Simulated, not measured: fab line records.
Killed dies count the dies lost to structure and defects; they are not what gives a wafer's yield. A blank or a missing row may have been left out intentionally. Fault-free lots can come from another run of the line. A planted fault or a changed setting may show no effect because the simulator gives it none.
fab line records    flow sky130    part 1 of 2: steps 1 to 34 of 35
record: lots: 7  wafers: 21  lastDay: 49
route steps=708 shown SD_P@327 RES_XHIGH@332 SD_N@342 SALICIDE@361 PAD_OPEN@708
lots with no fault: from the same line, run without faults
startH: the number of hours between the record's first day and the start of the first shown wafer of the lot    waitH: time in hours since the lot's previous step    " unchanged from the row above    L1.1+2: several wafers, shown together as one row    - either no value or no given start    * or withheld: withheld    < > ~ a bound
route shown NAME@n: a module of which the file shows steps, and the number in the route of the first    usual: mean/standard deviation taken from wafers without a fault    same: alike in all rows    chamber/n: place in a boat    sites: each site's reading    _std_site: standard deviation of those values    _edge_site: the outer-site mean with the inner-site mean subtracted    radiusMm: how far each site lies from the wafer's centre    mask NAME#n: copy n    behind: the tool/chamber that last shaped the wafer    hold: reason for holding the lot/hours on hold/outcome of the hold    device: the n, p or np transistor that did not switch    end of line: tests of these same wafers at the route's end    where a step has no rows: the recipe by itself    killed: at the first sort, the dies lost to defects and structure; wafer yield is something else    map: a wafer's dies, x killed, . not, _ none there
set.NAME: the setting the step ran with; set.NAME@STEP: the setting that earlier step ran with    model.NAME: the simulator's own value behind a step, which no gauge read
certain route steps with their lots: each step a table, each wafer a row
services: when a tool's chamber went out of use (startH, in hours from the record's first day, below 0 if earlier), for how many hours, and the reason
== steps ==
step: SKY_SD_P_CD_MEAS_07
recipe: targetCdNm: 380
usual: cdNm: 380.2/2.4
lot.wafer  tool      chamber  startH  waitH  cdNm
L478.1     cdSem-02  -        593.49  0.1    383.0
L478.2     "         -        "       "      380.7
L478.5     "         -        "       "      384.9
L481.1     cdSem-01  -        610.69  0.1    381.3
L481.3     "         -        "       "      379.7
L481.6     "         -        "       "      378.2
L488.2     cdSem-02  -        665.57  0.1    379.4
L488.3     "         -        "       "      377.1
L488.5     "         -        "       "      376.7
L490.2     cdSem-02  -        688.44  0.1    379.5
L490.5     "         -        "       "      376.9
L490.6     "         -        "       "      379.0
L495.4     cdSem-02  -        729.94  0.1    377.5
L495.5     "         -        "       "      379.6
L495.6     "         -        "       "      376.4
L496.1     cdSem-01  -        734.94  0.1    377.9
L496.4     "         -        "       "      377.7
L496.6     "         -        "       "      378.4
L497.4     cdSem-01  -        738.94  0.1    385.0
L497.5     "         -        "       "      383.9
L497.6     "         -        "       "      385.0
step: SKY_SD_P_OVL_MEAS_08
usual: SD_P_OVL: 0.9/1.3
lot.wafer  tool        chamber  startH  waitH  SD_P_OVL[nm]
L478.1     overlay-01  -        593.61  0.1    -0.1
L478.2     "           -        "       "      -0.6
L478.5     "           -        "       "      -0.9
L481.1     overlay-02  -        610.81  0.1    3.9
L481.3     "           -        "       "      2.7
L481.6     "           -        "       "      2.0
L488.2     overlay-02  -        665.67  0.1    2.2
L488.3     "           -        "       "      0.9
L488.5     "           -        "       "      3.0
L490.2     overlay-02  -        688.54  0.1    -1.5
L490.5     "           -        "       "      0.5
L490.6     "           -        "       "      -1.0
L495.4     overlay-01  -        730.02  0.1    1.8
L495.5     "           -        "       "      1.4
L495.6     "           -        "       "      -1.0
L496.1     overlay-01  -        735.06  0.1    1.6
L496.4     "           -        "       "      1.8
L496.6     "           -        "       "      0.2
L497.4     overlay-02  -        739.02  0.1    2.0
L497.5     "           -        "       "      1.4
L497.6     "           -        "       "      1.1
step: SKY_SD_P_IMPLANT_09
recipe: species: BF2  energyKev: 20  doseCm2: 3e+15  tiltDeg: 0
step: SKY_SD_P_STRIP_10
recipe: chemistry: O2/N2  powerW: 1400  pressureMtorr: 1500  platenTempC: withheld  o2FlowSccm: 3000  n2FlowSccm: 300  overashFraction: 0.5
usual: drypumpMotorCurrentA: 5.6/0.32  oesProductAu: 0.617/0.004  stripTimeToEndpointS: 17.50/0.052
same: overashFraction: 0.5
lot.wafer  tool            chamber  startH  waitH  drypumpMotorCurrentA  oesProductAu  rfHoursCounterH  stripTimeToEndpointS
L478.1     plasmaAsher-04  1        593.79  0.1    5.8                   0.621         45               17.43
L478.2     "               0        "       "      5.7                   0.623         45               17.45
L478.5     "               1        "       "      5.8                   0.621         -                17.42
L481.1     plasmaAsher-01  0        610.99  0.1    6.1                   0.617         19               17.56
L481.3     "               1        "       "      5.9                   0.614         -                17.52
L481.6     "               1        "       "      5.9                   0.617         -                17.59
L488.2     plasmaAsher-03  0        665.85  0.1    5.3                   0.620         81               17.43
L488.3     "               0        "       "      5.3                   0.618         -                17.49
L488.5     "               0        "       "      5.3                   0.619         -                17.48
L490.2     plasmaAsher-04  1        688.72  0.1    5.8                   0.617         54               17.50
L490.5     "               1        "       "      5.8                   0.619         -                17.58
L490.6     "               0        "       "      5.7                   0.614         -                17.54
L495.4     plasmaAsher-03  1        730.22  0.1    5.2                   0.611         -                17.58
L495.5     "               0        "       "      5.3                   0.614         -                17.57
L495.6     "               1        "       "      5.2                   0.618         -                17.55
L496.1     plasmaAsher-04  0        735.24  0.1    5.8                   0.615         59               17.33
L496.4     "               1        "       "      5.8                   0.614         -                17.38
L496.6     "               0        "       "      5.8                   0.617         -                17.43
L497.4     plasmaAsher-01  0        739.22  0.1    6.1                   0.622         -                17.49
L497.5     "               1        "       "      5.9                   0.616         -                17.53
L497.6     "               0        "       "      6.1                   0.620         -                17.50
step: SKY_SD_P_TW_MEAS_11
usual: SD_P_TW: 2840/20
lot.wafer  tool          chamber  startH  waitH  SD_P_TW
L478.1     filmMetro-04  -        593.89  0.1    2861
L478.2     "             -        "       "      2884
L478.5     "             -        "       "      2853
L481.1     filmMetro-04  -        611.09  0.1    2857
L481.3     "             -        "       "      2857
L481.6     "             -        "       "      2858
L488.2     filmMetro-04  -        665.96  0.1    2853
L488.3     "             -        "       "      2853
L488.5     "             -        "       "      2870
L490.2     filmMetro-04  -        688.83  0.1    2843
L490.5     "             -        "       "      2858
L490.6     "             -        "       "      2846
L495.4     filmMetro-02  -        730.32  0.1    2819
L495.5     "             -        "       "      2835
L495.6     "             -        "       "      2831
L496.1     filmMetro-01  -        735.34  0.1    2837
L496.4     "             -        "       "      2840
L496.6     "             -        "       "      2843
L497.4     filmMetro-02  -        739.32  0.1    2817
L497.5     "             -        "       "      2827
L497.6     "             -        "       "      2832
step: SKY_RES_XHIGH_DEHYDRATE_00
recipe: tempC: 200  timeS: 60
step: SKY_RES_XHIGH_HMDS_01
recipe: primeTimeS: 60  primeTempC: 120
step: SKY_RES_XHIGH_COAT_02
recipe: resist: NOVOLAK  spinRpm: 3000  resistThkNm: 1140
step: SKY_RES_XHIGH_SOFTBAKE_03
recipe: tempC: 90  timeS: 60  resist: NOVOLAK
step: SKY_RES_XHIGH_EXPOSE_04
recipe: maskId: URPM  na: 0.6  sourceShape: conventional  sigmaOuter: 0.6  polarization: unpolarized  targetCdNm: 1270  doseMj: 140
step: SKY_RES_XHIGH_PEB_05
recipe: tempC: withheld  timeS: *  resist: NOVOLAK
step: SKY_RES_XHIGH_DEVELOP_06
recipe: resist: NOVOLAK  developer: TMAH  developTimeS: 60  devTempC: 23
step: SKY_RES_XHIGH_IMPLANT_07
recipe: species: BF2  energyKev: 20  doseCm2: 3.6e+14  tiltDeg: 0
usual: beamOnS: 38.8/2.7  doseIonsCm2: 3.6e+14/3.9e+11
lot.wafer  tool          chamber  startH  waitH  beamOnS  doseIonsCm2
L478.1     implanter-01  0        623.13  0.1    42.1     3.605e+14
L478.2     "             0        "       "      41.2     3.601e+14
L478.5     "             0        "       "      41.0     3.606e+14
L481.1     implanter-04  0        640.50  0.1    35.0     3.605e+14
L481.3     "             0        "       "      37.3     3.604e+14
L481.6     "             0        "       "      37.0     3.601e+14
L488.2     implanter-04  0        693.91  0.1    38.1     3.6e+14
L488.3     "             0        "       "      36.4     3.596e+14
L488.5     "             0        "       "      37.5     3.604e+14
L490.2     implanter-02  0        716.60  0.1    40.7     3.603e+14
L490.5     "             0        "       "      43.3     3.604e+14
L490.6     "             0        "       "      43.5     3.604e+14
L495.4     implanter-04  0        757.31  0.2    64.0     6.196e+14
L495.5     "             0        "       "      64.4     6.189e+14
L495.6     "             0        "       "      64.4     6.19e+14
L496.1     implanter-04  0        762.68  0.1    64.3     6.188e+14
L496.4     "             0        "       "      59.3     6.195e+14
L496.6     "             0        "       "      63.5     6.189e+14
L497.4     implanter-04  0        766.07  0.1    64.0     6.195e+14
L497.5     "             0        "       "      63.2     6.191e+14
L497.6     "             0        "       "      60.9     6.192e+14
step: SKY_RES_XHIGH_STRIP_08
recipe: chemistry: O2/N2  powerW: 1400  pressureMtorr: 1500  platenTempC: withheld  o2FlowSccm: 3000  n2FlowSccm: 300  overashFraction: 0.5
usual: drypumpMotorCurrentA: 5.7/0.43  oesProductAu: 0.711/0.004  stripTimeToEndpointS: 14.27/0.042
same: overashFraction: 0.5
lot.wafer  tool            chamber  startH  waitH  drypumpMotorCurrentA  oesProductAu  rfHoursCounterH  stripTimeToEndpointS
L478.1     plasmaAsher-04  1        623.28  0.1    5.8                   0.701         48               14.24
L478.2     "               0        "       "      5.7                   0.706         48               14.26
L478.5     "               0        "       "      5.8                   0.713         -                14.30
L481.1     plasmaAsher-02  0        640.65  0.1    5.6                   0.717         96               14.21
L481.3     "               1        "       "      6.4                   0.706         -                14.27
L481.6     "               0        "       "      5.6                   0.709         -                14.26
L488.2     plasmaAsher-02  0        694.04  0.1    5.6                   0.711         101              14.22
L488.3     "               1        "       "      6.4                   0.722         -                14.25
L488.5     "               1        "       "      6.4                   0.713         -                14.20
L490.2     plasmaAsher-03  1        716.73  0.1    5.2                   0.713         86               14.25
L490.5     "               0        "       "      5.3                   0.709         -                14.20
L490.6     "               1        "       "      5.2                   0.710         -                14.22
L495.4     plasmaAsher-02  1        757.42  0.1    6.4                   0.692         -                14.76
L495.5     "               1        "       "      6.4                   0.689         -                14.80
L495.6     "               0        "       "      5.6                   0.695         -                14.79
L496.1     plasmaAsher-02  1        762.83  0.1    6.4                   0.690         2                14.91
L496.4     "               0        "       "      5.6                   0.690         -                14.86
L496.6     "               0        "       "      5.6                   0.686         -                14.93
L497.4     plasmaAsher-03  1        766.18  0.1    5.2                   0.691         -                14.87
L497.5     "               1        "       "      5.2                   0.696         -                14.88
L497.6     "               0        "       "      5.3                   0.689         -                14.83
step: SKY_RES_XHIGH_TW_MEAS_09
usual: RES_XHIGH_TW: 1644/9
lot.wafer  tool          chamber  startH  waitH  RES_XHIGH_TW
L478.1     filmMetro-02  -        623.38  0.1    1640
L478.2     "             -        "       "      1649
L478.5     "             -        "       "      1650
L481.1     filmMetro-04  -        640.75  0.1    1655
L481.3     "             -        "       "      1643
L481.6     "             -        "       "      1648
L488.2     filmMetro-02  -        694.15  0.1    1631
L488.3     "             -        "       "      1634
L488.5     "             -        "       "      1635
L490.2     filmMetro-04  -        716.84  0.1    1647
L490.5     "             -        "       "      1649
L490.6     "             -        "       "      1653
L495.4     filmMetro-04  -        757.51  0.1    1950
L495.5     "             -        "       "      1944
L495.6     "             -        "       "      1935
L496.1     filmMetro-02  -        762.93  0.1    1916
L496.4     "             -        "       "      1915
L496.6     "             -        "       "      1915
L497.4     filmMetro-01  -        766.28  0.1    1935
L497.5     "             -        "       "      1929
L497.6     "             -        "       "      1931
step: SKY_SD_N_DEHYDRATE_00
recipe: tempC: 200  timeS: 60
step: SKY_SD_N_HMDS_01
recipe: primeTimeS: 60  primeTempC: 120
step: SKY_SD_N_COAT_02
recipe: resist: NOVOLAK  spinRpm: 3000  resistThkNm: 1140
step: SKY_SD_N_SOFTBAKE_03
recipe: tempC: 90  timeS: 60  resist: NOVOLAK
step: SKY_SD_N_EXPOSE_04
recipe: maskId: NSDM  na: 0.6  sourceShape: conventional  sigmaOuter: 0.6  polarization: unpolarized  targetCdNm: 380  doseMj: 141
step: SKY_SD_N_PEB_05
recipe: tempC: withheld  timeS: *  resist: NOVOLAK
step: SKY_SD_N_DEVELOP_06
recipe: resist: NOVOLAK  developer: TMAH  developTimeS: 60  devTempC: 23
step: SKY_SD_N_CD_MEAS_07
recipe: targetCdNm: 380
usual: cdNm: 379.6/2.4
lot.wafer  tool      chamber  startH  waitH  cdNm
L478.1     cdSem-01  -        651.64  0.1    378.2
L478.2     "         -        "       "      379.1
L478.5     "         -        "       "      381.2
L481.1     cdSem-02  -        668.55  0.1    383.2
L481.3     "         -        "       "      381.6
L481.6     "         -        "       "      380.7
L488.2     cdSem-02  -        722.42  0.1    385.0
L488.3     "         -        "       "      384.0
L488.5     "         -        "       "      385.4
L490.2     cdSem-01  -        744.47  0.1    371.1
L490.5     "         -        "       "      374.3
L490.6     "         -        "       "      373.7
L495.4     cdSem-01  -        783.95  0.1    375.2
L495.5     "         -        "       "      379.0
L495.6     "         -        "       "      379.1
L496.1     cdSem-01  -        788.95  0.1    379.0
L496.4     "         -        "       "      377.2
L496.6     "         -        "       "      377.7
L497.4     cdSem-01  -        792.31  0.1    381.2
L497.5     "         -        "       "      381.4
L497.6     "         -        "       "      377.1
step: SKY_SD_N_OVL_MEAS_08
usual: SD_N_OVL: 1.1/1.1
lot.wafer  tool        chamber  startH  waitH  SD_N_OVL[nm]
L478.1     overlay-02  -        651.76  0.1    1.8
L478.2     "           -        "       "      1.2
L478.5     "           -        "       "      -0.1
L481.1     overlay-01  -        668.67  0.1    -0.2
L481.3     "           -        "       "      -0.1
L481.6     "           -        "       "      1.1
L488.2     overlay-01  -        722.52  0.1    1.4
L488.3     "           -        "       "      1.0
L488.5     "           -        "       "      0.1
L490.2     overlay-01  -        744.57  0.1    -0.3
L490.5     "           -        "       "      0.9
L490.6     "           -        "       "      -0.1
L495.4     overlay-02  -        784.03  0.1    0.4
L495.5     "           -        "       "      2.3
L495.6     "           -        "       "      0.8
L496.1     overlay-02  -        789.07  0.1    0.6
L496.4     "           -        "       "      -0.2
L496.6     "           -        "       "      1.4
L497.4     overlay-02  -        792.38  0.1    2.2
L497.5     "           -        "       "      1.8
L497.6     "           -        "       "      3.9
step: SKY_SD_N_IMPLANT_09
recipe: species: As  energyKev: 50  doseCm2: 4e+15  tiltDeg: 0
step: SKY_SD_N_IMPLANT_10
recipe: species: P  energyKev: 20  doseCm2: 1e+14  tiltDeg: 0
step: SKY_SD_N_STRIP_11
recipe: chemistry: O2/N2  powerW: 1400  pressureMtorr: 1500  platenTempC: withheld  o2FlowSccm: 3000  n2FlowSccm: 300  overashFraction: 0.5
usual: drypumpMotorCurrentA: 5.9/0.31  oesProductAu: 0.527/0.0045  stripTimeToEndpointS: 22.53/0.047
same: overashFraction: 0.5
lot.wafer  tool            chamber  startH  waitH  drypumpMotorCurrentA  oesProductAu  rfHoursCounterH  stripTimeToEndpointS
L478.1     plasmaAsher-01  1        652.09  0.1    5.9                   0.528         23               22.57
L478.2     "               0        "       "      6.1                   0.531         23               22.57
L478.5     "               0        "       "      6.1                   0.538         -                22.59
L481.1     plasmaAsher-02  1        669.00  0.1    6.4                   0.524         99               22.54
L481.3     "               1        "       "      6.4                   0.536         -                22.58
L481.6     "               1        "       "      6.4                   0.524         -                22.52
L488.2     plasmaAsher-02  0        722.85  0.1    5.6                   0.525         104              22.51
L488.3     "               0        "       "      5.6                   0.531         -                22.51
L488.5     "               0        "       "      5.6                   0.525         -                22.47
L490.2     plasmaAsher-01  0        744.90  0.1    6.1                   0.521         33               22.57
L490.5     "               0        "       "      6.1                   0.534         -                22.61
L490.6     "               1        "       "      5.9                   0.526         -                22.61
L495.4     plasmaAsher-01  1        784.38  0.1    5.9                   0.527         -                22.53
L495.5     "               1        "       "      5.9                   0.527         -                22.55
L495.6     "               0        "       "      6.1                   0.531         -                22.55
L496.1     plasmaAsher-02  0        789.40  0.1    5.6                   0.523         5                22.57
L496.4     "               1        "       "      6.4                   0.525         -                22.63
L496.6     "               0        "       "      5.6                   0.522         -                22.64
L497.4     plasmaAsher-01  1        792.74  0.1    5.9                   0.524         -                22.55
L497.5     "               1        "       "      5.9                   0.527         -                22.53
L497.6     "               0        "       "      6.1                   0.527         -                22.51
step: SKY_SD_N_TW_MEAS_12
usual: SD_N_TW: 3991/21
lot.wafer  tool          chamber  startH  waitH  SD_N_TW
L478.1     filmMetro-01  -        652.19  0.1    3979
L478.2     "             -        "       "      3994
L478.5     "             -        "       "      3984
L481.1     filmMetro-02  -        669.10  0.1    4017
L481.3     "             -        "       "      4015
L481.6     "             -        "       "      4026
L488.2     filmMetro-02  -        722.96  0.1    3986
L488.3     "             -        "       "      3967
L488.5     "             -        "       "      3997
L490.2     filmMetro-04  -        745.01  0.1    4049
L490.5     "             -        "       "      4045
L490.6     "             -        "       "      4034
L495.4     filmMetro-01  -        784.47  0.1    4011
L495.5     "             -        "       "      4016
L495.6     "             -        "       "      3991
L496.1     filmMetro-04  -        789.50  0.1    4006
L496.4     "             -        "       "      4034
L496.6     "             -        "       "      4025
L497.4     filmMetro-01  -        792.83  0.1    3996
L497.5     "             -        "       "      3985
L497.6     "             -        "       "      4007
step: SKY_SD_N_CLEAN_13
recipe: chemistry: SC1/SC2  mix: 1:4:20  tempC: 70  timeS: 150  dry: n2Spin
step: SKY_SD_N_RTA_14
recipe: tempC: 1075  timeS: 2  idleTempC: 650  rampUpCPerS: 150  rampDownCPerS: 90  ambient: N2
usual: lampPowerPct: 15.73/0.05  wafer_temp_C_max: 1078.0/1.3
lot.wafer  tool          chamber  startH  waitH  lampPowerPct  wafer_temp_C_max
L478.1     rtpAnneal-01  0        652.30  0.0    15.78         1078.7
L478.2     "             0        "       "      15.72         1080.3
L478.5     "             0        "       "      15.74         1082.5
L481.1     rtpAnneal-02  0        669.21  0.0    15.79         1078.9
L481.3     "             0        "       "      15.70         1077.0
L481.6     "             0        "       "      15.76         1076.3
L488.2     rtpAnneal-01  0        723.07  0.0    15.74         1077.6
L488.3     "             0        "       "      15.65         1078.7
L488.5     "             0        "       "      15.80         1077.4
L490.2     rtpAnneal-01  0        745.12  0.0    15.75         1081.3
L490.5     "             0        "       "      15.76         1076.4
L490.6     "             0        "       "      15.75         1076.3
L495.4     rtpAnneal-02  0        784.58  0.0    15.76         1077.8
L495.5     "             0        "       "      15.79         1078.4
L495.6     "             0        "       "      15.71         1078.2
L496.1     rtpAnneal-01  0        789.62  0.0    15.73         1076.6
L496.4     "             0        "       "      15.76         1075.6
L496.6     "             0        "       "      15.74         1079.5
L497.4     rtpAnneal-02  0        792.94  0.0    15.83         1078.2
L497.5     "             0        "       "      15.71         1078.5
L497.6     "             0        "       "      15.76         1077.7
step: SKY_SD_N_RS_MEAS_16
recipe: thkMeasGauge: four-point-probe
usual: SD_N_RS: 68.63/0.12
lot.wafer  tool          chamber  startH  waitH  SD_N_RS[ohm/sq]
L478.1     filmMetro-04  -        652.48  0.1    68.63
L478.2     "             -        "       "      68.62
L478.5     "             -        "       "      68.56
L481.1     filmMetro-02  -        669.39  0.1    68.84
L481.3     "             -        "       "      68.80
L481.6     "             -        "       "      68.60
L488.2     filmMetro-04  -        723.26  0.1    68.60
L488.3     "             -        "       "      68.63
L488.5     "             -        "       "      68.70
L490.2     filmMetro-02  -        745.31  0.1    68.67
L490.5     "             -        "       "      68.64
L490.6     "             -        "       "      68.60
L495.4     filmMetro-04  -        784.79  0.1    68.56
L495.5     "             -        "       "      68.65
L495.6     "             -        "       "      68.71
L496.1     filmMetro-02  -        789.79  0.1    68.69
L496.4     "             -        "       "      68.70
L496.6     "             -        "       "      68.56
L497.4     filmMetro-02  -        793.15  0.1    68.65
L497.5     "             -        "       "      68.55
L497.6     "             -        "       "      68.57
step: SKY_SD_N_RS_MEAS_17
recipe: thkMeasGauge: four-point-probe
usual: SD_P_RS: 147.2/0.43
lot.wafer  tool          chamber  startH  waitH  SD_P_RS[ohm/sq]
L478.1     filmMetro-04  -        652.60  0.1    147.9
L478.2     "             -        "       "      147.1
L478.5     "             -        "       "      148.1
L481.1     filmMetro-02  -        669.51  0.1    148.1
L481.3     "             -        "       "      148.2
L481.6     "             -        "       "      148.0
L488.2     filmMetro-04  -        723.38  0.1    146.8
L488.3     "             -        "       "      147.3
L488.5     "             -        "       "      147.2
L490.2     filmMetro-02  -        745.43  0.1    147.2
L490.5     "             -        "       "      147.2
L490.6     "             -        "       "      147.3
L495.4     filmMetro-04  -        784.91  0.1    146.4
L495.5     "             -        "       "      146.6
L495.6     "             -        "       "      147.0
L496.1     filmMetro-02  -        789.91  0.1    147.9
L496.4     "             -        "       "      147.9
L496.6     "             -        "       "      147.5
L497.4     filmMetro-02  -        793.27  0.1    147.2
L497.5     "             -        "       "      146.8
L497.6     "             -        "       "      147.0
step: SKY_SD_N_RS_MEAS_18
recipe: thkMeasGauge: four-point-probe
usual: RES_XHIGH_RS: 333.4/1.1
lot.wafer  tool          chamber  startH  waitH  RES_XHIGH_RS[ohm/sq]
L478.1     filmMetro-04  -        652.72  0.1    333.1
L478.2     "             -        "       "      333.6
L478.5     "             -        "       "      333.2
L481.1     filmMetro-02  -        669.63  0.1    335.1
L481.3     "             -        "       "      335.4
L481.6     "             -        "       "      334.3
L488.2     filmMetro-04  -        723.50  0.1    334.7
L488.3     "             -        "       "      334.0
L488.5     "             -        "       "      335.0
L490.2     filmMetro-02  -        745.55  0.1    334.5
L490.5     "             -        "       "      334.0
L490.6     "             -        "       "      333.2
L495.4     filmMetro-04  -        785.03  0.1    221.5
L495.5     "             -        "       "      221.6
L495.6     "             -        "       "      221.6
L496.1     filmMetro-02  -        790.03  0.1    222.3
L496.4     "             -        "       "      221.7
L496.6     "             -        "       "      222.0
L497.4     filmMetro-02  -        793.39  0.1    221.9
L497.5     "             -        "       "      221.1
L497.6     "             -        "       "      221.7
step: SKY_SALICIDE_CLEAN_00
recipe: chemistry: HF-last  timeS: 30  dilution: 100:1  dry: ipaMarangoni
== key ==
firstSign: step: SKY_RES_XHIGH_IMPLANT_07  reading: doseIonsCm2  direction: up  sigmas: 99+  usual: *  struck: *
effect: step: SKY_RES_XHIGH_IMPLANT_07  reading: beamOnS  direction: up  sigmas: 9  usual: 38.8  struck: 63.1
effect: step: SKY_RES_XHIGH_STRIP_08  reading: stripTimeToEndpointS  direction: up  sigmas: 14  usual: *  struck: *
effect: step: SKY_RES_XHIGH_TW_MEAS_09  reading: RES_XHIGH_TW  direction: up  sigmas: 32  usual: 1644  struck: 1930
effect: step: SKY_SD_N_RS_MEAS_18  reading: RES_XHIGH_RS  direction: down  sigmas: 99+  usual: 333.4  struck: 221.7
modelEffect: step: SKY_PAD_OPEN_PROBE_99  value: etest.resXhighPo.lineOhmUm  without: 5475  struck: 2247
metAt SKY_RES_XHIGH_IMPLANT_07
struckWafers L495.4,L495.5,L495.6,L496.1,L496.4,L496.6,L497.4,L497.5,L497.6
testerLeftOut L495,L496,L497
onsetBetween 693.91 757.31
fault: kind: processParameterDrift  tool: implanter-04  chamber: -  onsetH: 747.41  steps: SKY_RES_XHIGH_IMPLANT_07  channel: doseCm2  offset: *  shape: step  endH: 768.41  actsIn: *  stated: *
testerLeftOut: of these lots the tester's yield and bins aren't shown, on N5 and GAA mostly nor the transistor test; their killed dies are dies lost to structure and defects alone, not to doping, threshold or leakage, so they don't give the yield
